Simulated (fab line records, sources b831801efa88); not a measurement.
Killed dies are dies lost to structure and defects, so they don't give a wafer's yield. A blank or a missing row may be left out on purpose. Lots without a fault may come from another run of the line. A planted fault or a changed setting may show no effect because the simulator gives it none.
fab line records | flow sky130
record lots=6 wafers=18 last_day=49
route steps=708 shown VIA2@521 METAL3@532 PAD_OPEN@708
lots that met no fault: from a run of the same line without faults
start_h: hours from the record's first day to the start of the lot's first wafer shown | wait_h: hours since the lot's step before | " the same as in the row above | L1.1+2: a row that stands for several wafers | - no value, or no start given | * or withheld: withheld | < > ~ a bound
route shown NAME@n: a module of which the file shows steps, and the number in the route of the first | usual: mean/standard deviation of fault-free wafers | same: alike in all rows | chamber/n: place in a boat | sites: the reading at each site | _std_site: their standard deviation | _edge_site: outer sites' mean less inner sites' | radius_mm: how far each site lies from the wafer's centre | mask NAME#n: copy n | behind: the tool/chamber that last shaped the wafer | hold: why the lot was held/for how many hours/how that ended | device: the transistor (n, p or np) that didn't switch | end of line: the same wafers' tests at the end of the route | a step without rows: its recipe alone | killed: dies lost to structure and defects at the first sort, not the wafer's yield | map: a wafer's dies, x killed, . not, _ none there
set.NAME: the setting as run; set.NAME@STEP: as run at that earlier step | model.NAME: the simulator's own value behind a step, which no gauge read
lots at some steps of the route; a table a step, a row a wafer
services: from which hour (start_h, from the record's first day; less than 0 if before it) a tool's chamber was out of use, for how many hours, and why
## steps
# step SKY_VIA2_ETCH_14
# recipe chemistry=N2/H2 target=BARC ion_energy_ev=200 source_w=500 bias_w=100 pressure_mtorr=30 n2_flow_sccm=100 h2_flow_sccm=200 stop_on=SiO2 time_s=47.49 target_depth_a=600
# usual drypump_motor_current_A=5.8/0.46 oes_product_au=0.847/0.0047 throttle_valve_pct=13.223/0.0092
# columns lot.wafer tool chamber start_h wait_h drypump_motor_current_A oes_product_au rf_hours_counter_h throttle_valve_pct
L437.1 rie_diel-04 0 879.08 0.0 6.1 0.848 9 13.211
L437.4 " 3 " " 5.6 0.851 3 13.213
L437.5 " 2 " " 5.8 0.846 - 13.237
L439.3 rie_diel-04 3 891.14 0.0 5.6 0.855 3 13.234
L439.4 " 1 " " 6.5 0.850 9 13.233
L439.5 " 2 " " 5.8 0.855 - 13.219
L442.2 rie_diel-01 0 911.09 0.0 6.1 0.852 4 13.238
L442.4 " 3 " " 6.7 0.848 15 13.217
L442.5 " 3 " " 6.7 0.842 - 13.235
L445.1 rie_diel-01 1 936.39 0.0 5.7 0.850 5 13.228
L445.2 " 3 " " 6.7 0.853 16 13.222
L445.4 " 2 " " 6.1 0.844 13 13.238
L448.2 rie_diel-03 2 970.28 0.0 5.0 0.850 8 13.214
L448.3 " 0 " " 5.8 0.848 2 13.218
L448.4 " 3 " " 5.9 0.842 14 13.216
L450.2 rie_diel-03 1 982.84 0.0 5.3 0.847 19 13.214
L450.5 " 2 " " 5.1 0.847 - 13.236
L450.6 " 1 " " 5.3 0.842 - 13.218
# step SKY_VIA2_ETCH_15
# recipe target=SiO2 chemistry=C4F8/O2/Ar target_depth_nm=546 stop_on=TiN mask_material=KrF-thick source_w=1500 bias_w=1200 pressure_mtorr=40 c4f8_flow_sccm=withheld O2_flow_sccm=6 Ar_flow_sccm=300 time_s=84
# step SKY_VIA2_STRIP_16
# recipe chemistry=O2/N2 power_w=1400 pressure_mtorr=1500 platen_temp_c=withheld o2_flow_sccm=3000 n2_flow_sccm=300 overash_fraction=0.5
# usual drypump_motor_current_A=5.9/0.5 oes_product_au=0.397/0.0045 strip_time_to_endpoint_s=4.020/0.023
# columns lot.wafer tool chamber start_h wait_h drypump_motor_current_A oes_product_au rf_hours_counter_h strip_time_to_endpoint_s
L437.1 plasma_asher-02 0 879.19 0.0 5.4 0.400 13 4.036
L437.4 " 0 " " 5.5 0.400 - 4.036
L437.5 " 1 " " 6.5 0.395 - 4.030
L439.3 plasma_asher-01 0 891.28 0.1 5.5 0.399 - 4.038
L439.4 " 1 " " 6.4 0.393 - 3.991
L439.5 " 1 " " 6.4 0.402 - 4.022
L442.2 plasma_asher-04 1 911.20 0.0 5.1 0.396 48 4.020
L442.4 " 0 " " 6.1 0.398 - 4.009
L442.5 " 1 " " 5.1 0.397 - 3.990
L445.1 plasma_asher-01 0 936.50 0.0 5.5 0.407 85 4.002
L445.2 " 1 " " 6.5 0.397 85 4.013
L445.4 " 0 " " 5.5 0.396 - 3.993
L448.2 plasma_asher-02 1 970.38 0.0 6.4 0.403 21 4.011
L448.3 " 0 " " 5.4 0.400 - 4.071
L448.4 " 1 " " 6.4 0.396 - 4.036
L450.2 plasma_asher-02 0 982.95 0.0 5.4 0.397 22 4.036
L450.5 " 0 " " 5.4 0.404 - 4.045
L450.6 " 1 " " 6.5 0.398 - 4.061
# step SKY_VIA2_STRIP_17
# recipe chemistry=post_etch_residue_remover time_s=1200 temp_c=72.5
# step SKY_VIA2_CLEAN_18
# recipe chemistry=IPA time_s=180 temp_c=25
# step SKY_VIA2_CLEAN_19
# recipe chemistry=O3/DIW dry=n2_spin
# step SKY_VIA2_SPUTTER_20
# recipe material=TiN target_thk_nm=20 chamber_pressure_pa=5 power_w=4000 time_s=80
# usual cathode_dc_power_W=4000.1/0.72 chamber_pressure_pa=5.001/0.011 throttle_valve_pct=29.9/1.3
# columns lot.wafer tool chamber start_h wait_h cathode_dc_power_W chamber_pressure_pa throttle_valve_pct
L437.1 pvd_sputter-02 - 879.81 0.0 3998.8 4.992 30.9
L437.4 " - " " 4000.9 4.997 29.4
L437.5 " - " " 3999.7 4.990 29.3
L439.3 pvd_sputter-03 - 891.87 0.0 3999.9 4.999 28.4
L439.4 " - " " 4000.4 4.987 32.7
L439.5 " - " " 4000.8 5.013 28.2
L442.2 pvd_sputter-03 - 911.79 0.0 3999.6 4.990 33.2
L442.4 " - " " 3999.8 4.988 28.2
L442.5 " - " " 4000.2 5.003 30.5
L445.1 pvd_sputter-02 - 937.09 0.0 3999.5 4.999 29.4
L445.2 " - " " 4000.5 5.001 30.5
L445.4 " - " " 4000.1 5.015 28.9
L448.2 pvd_sputter-03 - 970.97 0.0 3999.8 5.007 33.0
L448.3 " - " " 4001.8 4.999 30.5
L448.4 " - " " 4000.3 4.998 28.4
L450.2 pvd_sputter-03 - 983.58 0.0 3999.9 5.005 33.1
L450.5 " - " " 4000.6 5.019 30.6
L450.6 " - " " 3999.1 4.997 28.4
# step SKY_VIA2_CVD_21
# recipe material=W target_thk_nm=420 time_s=126.4 temp_c=400 pressure_torr=40
# step SKY_VIA2_RS_MEAS_22
# recipe thk_meas_gauge=four-point-probe reads=W_of_VIA2_CVD_21+TiN_of_VIA2_SPUTTER_20
# usual VIA2_W_RS=0.269/0.0038
# columns lot.wafer tool chamber start_h wait_h VIA2_W_RS[ohm/sq]
L437.1 film_metro-03 - 880.00 0.1 0.281
L437.4 " - " " 0.273
L437.5 " - " " 0.268
L439.3 film_metro-01 - 892.10 0.1 0.270
L439.4 " - " " 0.265
L439.5 " - " " 0.269
L442.2 film_metro-02 - 912.00 0.1 0.263
L442.4 " - " " 0.270
L442.5 " - " " 0.267
L445.1 film_metro-02 - 937.41 0.2 0.272
L445.2 " - " " 0.272
L445.4 " - " " 0.271
L448.2 film_metro-03 - 971.18 0.1 0.274
L448.3 " - " " 0.275
L448.4 " - " " 0.274
L450.2 film_metro-01 - 983.80 0.1 0.269
L450.5 " - " " 0.271
L450.6 " - " " 0.270
# step SKY_VIA2_THK_MEAS_23
# recipe thk_meas_gauge=xrf reads=W_of_VIA2_CVD_21
# usual VIA2_W_THK=410/8.1
# columns lot.wafer tool chamber start_h wait_h VIA2_W_THK[nm]
L437.1 film_metro-03 - 880.12 0.1 397
L437.4 " - " " 410
L437.5 " - " " 415
L439.3 film_metro-01 - 892.20 0.1 399
L439.4 " - " " 407
L439.5 " - " " 400
L442.2 film_metro-02 - 912.11 0.1 419
L442.4 " - " " 409
L442.5 " - " " 414
L445.1 film_metro-02 - 937.53 0.1 405
L445.2 " - " " 407
L445.4 " - " " 406
L448.2 film_metro-03 - 971.29 0.1 414
L448.3 " - " " 410
L448.4 " - " " 410
L450.2 film_metro-01 - 983.91 0.1 401
L450.5 " - " " 400
L450.6 " - " " 401
# step SKY_VIA2_CMP_24
# recipe stop_on=SiO2 t_overpolish_s=20 down_force_psi=3.5 platen_rpm=60 target_thk_nm=0 pad_velocity_m_s=0.94248
# usual edge_zone_pressure_frac=1.001/0.0048 motor_current_A=11.4/0.96 overpolish_run_s=20.000/0.0096 time_to_endpoint_s=103/4.1
# columns lot.wafer tool chamber start_h wait_h edge_zone_pressure_frac motor_current_A overpolish_run_s time_to_endpoint_s
L437.1 cmp-02 3 880.23 0.1 1.000 10.1 19.992 102
L437.4 " 0 " " 1.000 10.2 20.002 98
L437.5 " 3 " " 0.999 10.4 20.009 104
L439.4 cmp-02 1 892.24 0.0 0.999 11.7 19.985 109
L439.3 " 2 " " 0.992 12.5 19.987 109
L439.5 " 1 " " 1.006 11.9 20.000 107
L442.2 cmp-01 3 912.16 0.0 0.993 11.1 19.993 101
L442.4 " 0 " " 1.007 10.5 19.995 101
L442.5 " 3 " " 0.996 11.5 20.003 99
L445.1 cmp-02 2 937.59 0.1 1.004 12.1 20.017 103
L445.4 " 0 " " 1.007 9.9 20.010 103
L445.2 " 1 " " 0.991 11.8 19.995 103
L448.2 cmp-01 0 971.34 0.0 0.997 11.2 20.002 102
L448.4 " 2 " " 1.006 12.9 19.997 99
L448.3 " 3 " " 0.993 11.0 19.997 98
L450.2 cmp-02 2 983.96 0.0 1.004 12.4 19.988 101
L450.5 " 2 " " 0.998 12.6 20.001 94
L450.6 " 3 " " 1.000 10.2 19.990 98
# step SKY_METAL3_SPUTTER_00
# recipe material=Ti target_thk_nm=15 power_w=3000 time_s=10 chamber_pressure_pa=0.4
# usual cathode_dc_power_W=3000.1/0.49 chamber_pressure_pa=0.4000/0.00077 throttle_valve_pct=30.1/1.2
# columns lot.wafer tool chamber start_h wait_h cathode_dc_power_W chamber_pressure_pa throttle_valve_pct
L437.1 pvd_sputter-03 - 880.48 0.2 2999.9 0.3996 33.0
L437.4 " - " " 3000.1 0.3993 30.5
L437.5 " - " " 2999.3 0.3984 32.9
L439.3 pvd_sputter-01 - 892.54 0.2 3000.0 0.3993 28.7
L439.4 " - " " 3000.1 0.3998 29.1
L439.5 " - " " 3000.4 0.3978 31.3
L442.2 pvd_sputter-04 - 912.46 0.2 3000.0 0.4006 30.4
L442.4 " - " " 2999.6 0.3996 29.8
L442.5 " - " " 3000.8 0.4000 30.4
L445.1 pvd_sputter-04 - 937.89 0.2 3000.3 0.3999 29.7
L445.2 " - " " 3000.3 0.3989 30.0
L445.4 " - " " 3000.2 0.4003 30.3
L448.2 pvd_sputter-04 - 971.64 0.2 3000.2 0.3999 29.8
L448.3 " - " " 3000.4 0.4002 30.8
L448.4 " - " " 2999.6 0.4000 30.0
L450.2 pvd_sputter-03 - 984.26 0.2 3000.5 0.4000 28.3
L450.5 " - " " 3000.2 0.4000 28.7
L450.6 " - " " 3000.4 0.3995 30.6
# step SKY_METAL3_SPUTTER_01
# recipe material=TiN target_thk_nm=20 power_w=6500 time_s=16.7 chamber_pressure_pa=0.4
# usual cathode_dc_power_W=6500.0/1.3 chamber_pressure_pa=0.3999/0.0008 throttle_valve_pct=30.1/1.2
# columns lot.wafer tool chamber start_h wait_h cathode_dc_power_W chamber_pressure_pa throttle_valve_pct
L437.1 pvd_sputter-03 - 880.50 0.0 6501.1 0.4005 32.9
L437.4 " - " " 6500.7 0.4002 30.3
L437.5 " - " " 6501.9 0.3987 33.2
L439.3 pvd_sputter-01 - 892.56 0.0 6499.3 0.4001 28.8
L439.4 " - " " 6500.1 0.4002 28.8
L439.5 " - " " 6498.3 0.3986 31.4
L442.2 pvd_sputter-04 - 912.48 0.0 6501.6 0.4013 30.2
L442.4 " - " " 6500.3 0.4019 29.8
L442.5 " - " " 6496.2 0.4004 30.5
L445.1 pvd_sputter-04 - 937.91 0.0 6500.7 0.3542 31.8
L445.2 " - " " 6502.5 0.4009 30.2
L445.4 " - " " 6498.3 0.3990 30.6
L448.2 pvd_sputter-04 - 971.67 0.0 6501.8 0.3532 31.9
L448.3 " - " " 6501.5 0.4009 30.7
L448.4 " - " " 6497.1 0.3994 30.0
L450.2 pvd_sputter-03 - 984.28 0.0 6502.4 0.4002 28.2
L450.5 " - " " 6501.2 0.4005 28.1
L450.6 " - " " 6499.0 0.3998 30.4
# step SKY_METAL3_SPUTTER_02
# recipe material=AlCu target_thk_nm=735 power_w=10600 time_s=39.1 chamber_pressure_pa=0.4
# step SKY_PAD_OPEN_PROBE_99
# usual defect_limited_yield=82.5/1.8 killed_at_M0_to_M3=43/5.9 killed_at_M4_up=3.3/1.9 killed_at_contacts=24/5.6 killed_at_front_end=15/4.1 killed_at_other=0.4/0.66 killed_dies=86/9 killed_open=47/6.9 killed_short=39/6.2 sort_bin_3_pad_short=0.9/0.45 sort_bin_5_function=10.3/1.4 sort_bin_6_memory=6.3/1.2 sort_n_pass=406/9 sort_yield_pct=82.5/1.8
# same gross_dies=492 killed_at_back_side=0 sort_bin_4_leakage[%]=0 sort_bin_8_speed[%]=0
# columns lot.wafer tool chamber start_h wait_h defect_limited_yield[%] killed_at_M0_to_M3 killed_at_M4_up killed_at_contacts killed_at_front_end killed_at_other killed_dies killed_open killed_short sort_bin_3_pad_short[%] sort_bin_5_function[%] sort_bin_6_memory[%] sort_n_pass sort_yield_pct[%]
L437.1 prober-02 - 1101.77 0.1 80.5 42 5 29 20 0 96 57 39 1.2 11.6 6.7 396 80.5
L437.4 prober-02 - 1101.92 0.2 84.3 36 6 18 15 2 77 36 41 0.8 9.1 5.7 415 84.3
L437.5 prober-02 - 1101.97 0.2 82.5 33 7 31 15 0 86 47 39 1.0 10.8 5.7 406 82.5
L439.3 prober-02 - 1107.67 0.2 83.5 40 6 22 13 0 81 43 38 1.0 10.2 5.3 411 83.5
L439.4 prober-02 - 1107.72 0.2 84.1 48 1 16 13 0 78 42 36 1.4 8.9 5.5 414 84.1
L439.5 prober-02 - 1107.77 0.2 81.7 39 2 32 17 0 90 51 38 0.8 10.4 7.1 402 81.7
L442.2 prober-01 - 1126.09 0.1 81.9 46 2 27 13 1 89 44 44 1.0 11.0 6.1 403 81.9
L442.4 prober-01 - 1126.19 0.2 82.3 41 3 32 11 0 87 48 39 0.6 10.4 6.7 405 82.3
L442.5 prober-01 - 1126.24 0.2 82.7 48 3 19 14 1 85 44 41 1.4 9.6 6.3 407 82.7
L445.1 prober-02 - 1146.02 0.3 82.5 44 0 25 17 0 86 55 31 0.6 11.2 5.7 406 82.5
L445.2 prober-02 - 1146.07 0.3 82.3 47 6 20 14 0 87 40 47 1.0 10.8 5.9 405 82.3
L445.4 prober-02 - 1146.17 0.4 79.9 55 2 23 19 0 99 56 43 1.4 12.0 6.7 393 79.9
L448.2 prober-01 - 1167.92 0.1 81.3 46 6 25 15 0 92 48 44 0.6 11.0 7.1 400 81.3
L448.3 prober-01 - 1167.97 0.2 79.9 47 0 32 20 0 99 56 43 1.0 11.8 7.3 393 79.9
L448.4 prober-01 - 1168.02 0.2 81.7 37 8 32 13 0 90 46 44 0.6 11.0 6.7 402 81.7
L450.2 prober-02 - 1179.67 0.1 83.7 39 1 27 13 0 80 40 40 1.0 9.1 6.1 412 83.7
L450.5 prober-02 - 1179.82 0.2 83.9 40 4 15 20 0 79 42 37 0.8 7.5 7.7 413 83.9
L450.6 prober-02 - 1179.87 0.2 82.5 42 0 24 19 1 86 49 36 0.4 10.4 6.7 406 82.5
# killed by level:class
L437.1 VIA1:geometric_particle:open=12 CONTACT:geometric_particle:open=9 CONTACT:geometric_particle:short=7 VIA3:geometric_particle:open=6 LI_CONTACT:geometric_particle:open=5 VIA3:geometric_particle:short=5 FIELD_ISO:geometric_particle:open=4 POLY_GATE:geometric_particle:open=4
L437.4 VIA1:geometric_particle:open=10 CONTACT:geometric_particle:open=6 LI_CONTACT:geometric_particle:open=5 METAL2:geometric_particle:short=4 FIELD_ISO:geometric_particle:short=4 LOCAL_INTERCONNECT:geometric_particle:short=4 METAL1:geometric_particle:short=4 METAL1:geometric_particle:open=4
L437.5 CONTACT:geometric_particle:open=13 LOCAL_INTERCONNECT:geometric_particle:short=8 VIA1:geometric_particle:open=7 METAL2:geometric_particle:short=5 POLY_GATE:geometric_particle:open=5 VIA3:geometric_particle:open=5 FIELD_ISO:geometric_particle:short=4 VIA2:geometric_particle:open=4
L439.3 LI_CONTACT:geometric_particle:open=7 VIA3:geometric_particle:open=7 VIA1:geometric_particle:open=7 VIA1:geometric_particle:short=7 CONTACT:geometric_particle:short=6 CONTACT:geometric_particle:open=5 VIA2:geometric_particle:open=5 VIA3:geometric_particle:short=5
L439.4 METAL2:geometric_particle:short=10 VIA1:geometric_particle:open=8 VIA3:geometric_particle:open=8 CONTACT:geometric_particle:open=7 METAL3:geometric_particle:short=5 VIA2:geometric_particle:open=4 LI_CONTACT:geometric_particle:open=4 FIELD_ISO:geometric_particle:short=3
L439.5 CONTACT:geometric_particle:open=14 VIA2:geometric_particle:open=8 LI_CONTACT:geometric_particle:open=7 VIA1:geometric_particle:open=6 FIELD_ISO:geometric_particle:open=5 VIA3:geometric_particle:open=5 CONTACT:geometric_particle:short=5 METAL2:geometric_particle:short=5
L442.2 LI_CONTACT:geometric_particle:open=8 CONTACT:geometric_particle:short=8 CONTACT:geometric_particle:open=8 METAL2:geometric_particle:short=8 VIA1:geometric_particle:open=7 METAL1:geometric_particle:short=7 FIELD_ISO:geometric_particle:open=4 VIA3:geometric_particle:open=4
L442.4 CONTACT:geometric_particle:open=14 CONTACT:geometric_particle:short=9 VIA2:geometric_particle:open=8 VIA1:geometric_particle:open=8 METAL2:geometric_particle:short=5 POLY_GATE:geometric_particle:short=4 LI_CONTACT:geometric_particle:open=4 METAL3:geometric_particle:short=4
L442.5 VIA1:geometric_particle:open=12 METAL2:geometric_particle:short=8 CONTACT:geometric_particle:open=7 METAL1:geometric_particle:short=6 CONTACT:geometric_particle:short=6 VIA2:geometric_particle:open=6 METAL2:geometric_particle:open=5 LOCAL_INTERCONNECT:geometric_particle:short=4
L445.1 VIA1:geometric_particle:open=12 CONTACT:geometric_particle:open=10 LI_CONTACT:geometric_particle:open=7 VIA2:geometric_particle:open=7 FIELD_ISO:geometric_particle:open=5 POLY_GATE:geometric_particle:open=5 LOCAL_INTERCONNECT:geometric_particle:short=5 METAL1:geometric_particle:short=5
L445.2 VIA3:geometric_particle:open=12 LI_CONTACT:geometric_particle:open=7 POLY_GATE:geometric_particle:short=6 VIA2:geometric_particle:open=6 LOCAL_INTERCONNECT:geometric_particle:short=5 METAL1:geometric_particle:short=5 VIA1:geometric_particle:short=5 METAL2:geometric_particle:short=5
L445.4 VIA1:geometric_particle:open=14 VIA3:geometric_particle:open=9 LI_CONTACT:geometric_particle:open=8 CONTACT:geometric_particle:open=7 VIA1:geometric_particle:short=7 FIELD_ISO:geometric_particle:short=6 LOCAL_INTERCONNECT:geometric_particle:short=6 VIA2:geometric_particle:open=6
L448.2 VIA1:geometric_particle:open=11 CONTACT:geometric_particle:open=9 VIA3:geometric_particle:open=7 LI_CONTACT:geometric_particle:open=6 POLY_GATE:geometric_particle:short=6 METAL4:geometric_particle:short=6 LOCAL_INTERCONNECT:geometric_particle:short=5 METAL1:geometric_particle:short=5
L448.3 CONTACT:geometric_particle:open=10 VIA1:geometric_particle:open=9 LI_CONTACT:geometric_particle:open=9 VIA1:geometric_particle:short=8 VIA2:geometric_particle:open=8 METAL1:geometric_particle:short=6 POLY_GATE:geometric_particle:short=5 POLY_GATE:geometric_particle:open=5
L448.4 CONTACT:geometric_particle:open=14 LI_CONTACT:geometric_particle:open=8 METAL2:geometric_particle:short=7 VIA1:geometric_particle:open=7 POLY_GATE:geometric_particle:short=6 METAL4:geometric_particle:short=6 CONTACT:geometric_particle:short=5 VIA3:geometric_particle:open=5
L450.2 CONTACT:geometric_particle:open=12 VIA1:geometric_particle:open=9 LI_CONTACT:geometric_particle:open=7 METAL1:geometric_particle:short=5 POLY_GATE:geometric_particle:open=5 METAL2:geometric_particle:short=5 VIA3:geometric_particle:short=4 VIA2:geometric_particle:open=4
L450.5 FIELD_ISO:geometric_particle:open=8 VIA1:geometric_particle:open=8 VIA2:geometric_particle:open=7 METAL1:geometric_particle:short=6 VIA2:geometric_particle:short=5 POLY_GATE:geometric_particle:open=4 LI_CONTACT:geometric_particle:open=4 CONTACT:geometric_particle:open=4
L450.6 VIA1:geometric_particle:open=13 LI_CONTACT:geometric_particle:open=9 FIELD_ISO:geometric_particle:short=7 VIA2:geometric_particle:open=7 VIA3:geometric_particle:open=6 LOCAL_INTERCONNECT:geometric_particle:short=5 CONTACT:geometric_particle:open=5 VIA1:geometric_particle:short=5
## services
# columns tool chamber start_h hours kind
pvd_sputter-03 - 855.91 0.9 repair
rie_diel-03 0 866.41 - clean
rie_diel-03 0 866.41 28.2 scheduled_down
rie_diel-03 0 866.41 28.2 vent_cycle
rie_diel-04 1 866.96 8.7 repair
pvd_sputter-04 - 889.97 1.9 repair
rie_diel-01 - 890.20 2.8 pm
plasma_asher-02 - 896.95 15.6 pm
pvd_sputter-02 - 899.78 9.3 repair
rie_diel-04 - 903.27 0.1 repair
rie_diel-03 - 905.57 2.8 pm
cmp-02 - 912.02 4.0 pm
rie_diel-04 2 913.45 8.2 repair
cmp-02 - 916.02 - consumable_replace:conditioner
cmp-02 - 916.02 - consumable_replace:pad
rie_diel-01 0 916.82 5.6 repair
cmp-01 - 923.74 1.1 repair
cmp-01 - 925.22 0.6 repair
pvd_sputter-04 - 950.55 2.1 repair
cmp-02 - 952.55 3.2 repair
plasma_asher-01 - 958.02 2.6 repair
plasma_asher-01 - 963.67 7.7 repair
cmp-01 - 974.46 7.8 pm
## key
first_sign step=SKY_METAL3_SPUTTER_01 reading=chamber_pressure_pa direction=down sigmas=57 usual=0.3999 struck=0.3537
effect none on later readings
met_at SKY_METAL3_SPUTTER_01
struck_wafers L445.1,L448.2
onset_between 912.48 937.91
fault kind=process_parameter_drift tool=pvd_sputter-04 chamber=- onset_h=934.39 steps=SKY_METAL3_SPUTTER_01 channel=chamber_pressure_pa offset=-0.047028 shape=step end_h=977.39 acts_in=these_recipes_only stated=0.4 scope=struck_wafers_only
